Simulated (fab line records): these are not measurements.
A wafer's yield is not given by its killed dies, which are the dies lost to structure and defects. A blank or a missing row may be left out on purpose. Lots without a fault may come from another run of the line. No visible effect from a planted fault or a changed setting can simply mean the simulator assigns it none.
Chamber matching    flow gf180mcu    GF_HV_LDD_ETCHBACK_58 on rie_diel-04: 4 sister chambers
The step etches Si3N4 in CH3F/O2, stops on SiO2, time 100 s, target depth 90 nm. 14 wafers are shown with their chamber, then 6 later ones without.

## WAFERS PAIRED WITH THEIR CHAMBERS
wafer   chamber  drypump_motor_current_A (A)  oes_product_au (a.u.)  throttle_valve_pct (%)
L487.2  1        5.7                          0.842                  10.567
L487.3  3        6.8                          0.845                  10.549
L487.5  1        5.7                          0.842                  10.571
L488.2  0        5.3                          0.843                  10.569
L488.3  1        5.7                          0.837                  10.574
L488.5  1        5.7                          0.843                  10.550
L494.1  3        6.7                          0.846                  10.564
L494.2  0        5.3                          0.846                  10.556
L494.4  2        5.6                          0.848                  10.567
L496.4  3        6.7                          0.846                  10.561
L496.5  2        5.6                          0.836                  10.557
L496.6  1        5.7                          0.838                  10.556
L499.1  3        6.7                          0.844                  10.564
L499.5  3        6.7                          0.830                  10.550

SIGNATURES (averages over the wafers above)
reading                  chamber 0  chamber 1  chamber 2  chamber 3  scatter within a chamber
drypump_motor_current_A  5.300      5.700      5.600      6.720      0.0283
oes_product_au           0.84450    0.84040    0.84200    0.84220    0.00543
throttle_valve_pct       10.56250   10.56360   10.56200   10.55760   0.00881
Rule: distance of a wafer from a chamber = root of the sum over the readings of ((wafer's reading minus chamber's mean) / reading's scatter) squared. The wafer belongs to the nearest chamber; if the next one is less than 2 further off, it can't be placed. The scatter is the square root of a quotient: the sum, over the shown wafers, of each reading's squared deviation from its chamber's mean, divided by wafers minus chambers.

## WAFERS WITH NO CHAMBER GIVEN
wafer   drypump_motor_current_A (A)  oes_product_au (a.u.)  throttle_valve_pct (%)
L499.6  5.6                          0.845                  10.542
L501.1  5.3                          0.847                  10.548
L501.3  5.7                          0.843                  10.539
L501.5  5.6                          0.846                  10.569
L508.5  5.6                          0.841                  10.546
L508.6  5.7                          0.844                  10.559

## CHAMBER TAKEN BY EACH
wafer   from the rows above      in truth
L499.6  2                        2
L501.1  0                        0
L501.3  can't be placed: 1 or 2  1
L501.5  2                        2
L508.5  2                        2
L508.6  1                        1
Correct placement for 5 of the 6. Not placeable from these rows: 1 (in 1, the candidates include the true chamber). Wrongly placed: 0.
